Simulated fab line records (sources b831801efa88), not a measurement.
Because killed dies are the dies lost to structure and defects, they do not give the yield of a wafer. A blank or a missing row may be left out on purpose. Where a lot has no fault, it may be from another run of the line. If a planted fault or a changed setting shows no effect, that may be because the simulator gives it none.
2 desks, one fault :: flow gf180mcu :: every desk sees just its own numbers, and what lay behind them comes last

## AT THE METROLOGY DESK
Lot by lot, what the gauges showed, no matter which tool ran the lot: averages of those sampled wafers that carry a number. A lot is out of limits, marked OUT, if its mean lies more than 4 standard deviations from the usual mean; the brackets give that distance.
Columns: A = DUAL_GATE_OVL at GF_DUAL_GATE_OVL_MEAS_11, usual 0.7 nm
lot: L964
first seen here: day 8 05:40
A: 1.3

lot: L965
first seen here: day 8 14:04
A: 0.3

lot: L966
first seen here: day 8 22:03
A: 0.9

lot: L967
first seen here: day 9 02:58
A: 0.1

lot: L974
first seen here: day 11 13:15
A: -0.1

lot: L976
first seen here: day 11 21:53
A: 1.8

lot: L978
first seen here: day 12 09:48
A: -0.1

lot: L979
first seen here: day 12 16:43
A: 1.7

lot: L981
first seen here: day 13 07:34
A: 0.6

lot: L984
first seen here: day 14 03:52
A: -0.4

lot: L985
first seen here: day 14 12:14
A: 2.4

lot: L986
first seen here: day 14 18:01
A: -0.2

lot: L987
first seen here: day 15 06:40
A: -0.8
This desk found nothing out of limits on any of the 13 lots.

## THE TOOL OWNER'S DESK: implanter-02
The tool's own readings at GF_LVPWELL_IMPLANT_09, given as means over the sampled wafers that have a number, one for each lot that went through this tool. A lot is out of limits, marked OUT, if its mean lies more than 4 standard deviations from the usual mean; the brackets give that distance.
Columns: A = beamEnergyKeV at GF_LVPWELL_IMPLANT_09, usual 60.002
lot: L965
first seen here: day 4 02:11
A: 60.015

lot: L966
first seen here: day 4 08:04
A: 60.004

lot: L974
first seen here: day 6 10:38
A: 56.100 (-99 or more) OUT

lot: L976
first seen here: day 6 17:06
A: 56.098 (-99 or more) OUT
This desk's finding: out of limits on L974, L976; first on L974, day 6 10:38 (beamEnergyKeV at GF_LVPWELL_IMPLANT_09). L965, L966: within limits.

## TAKEN TOGETHER
The tool owner's desk had the chance to raise an alarm at day 6 10:38 on L974, L976.
The metrology desk saw nothing out of limits.
The metrology desk holds a record of L974, L976, inside its limits.
On implanter-02, each named lot ran GF_LVPWELL_IMPLANT_09.

## WHAT THE SIMULATOR PUT IN
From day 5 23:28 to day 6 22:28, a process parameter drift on implanter-02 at GF_LVPWELL_IMPLANT_09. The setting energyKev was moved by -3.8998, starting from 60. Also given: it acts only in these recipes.
Struck lots among those shown: L974, L976.
How many hours passed from the start of the fault until each desk's first out-of-limits reading: the tool owner's desk, 11.
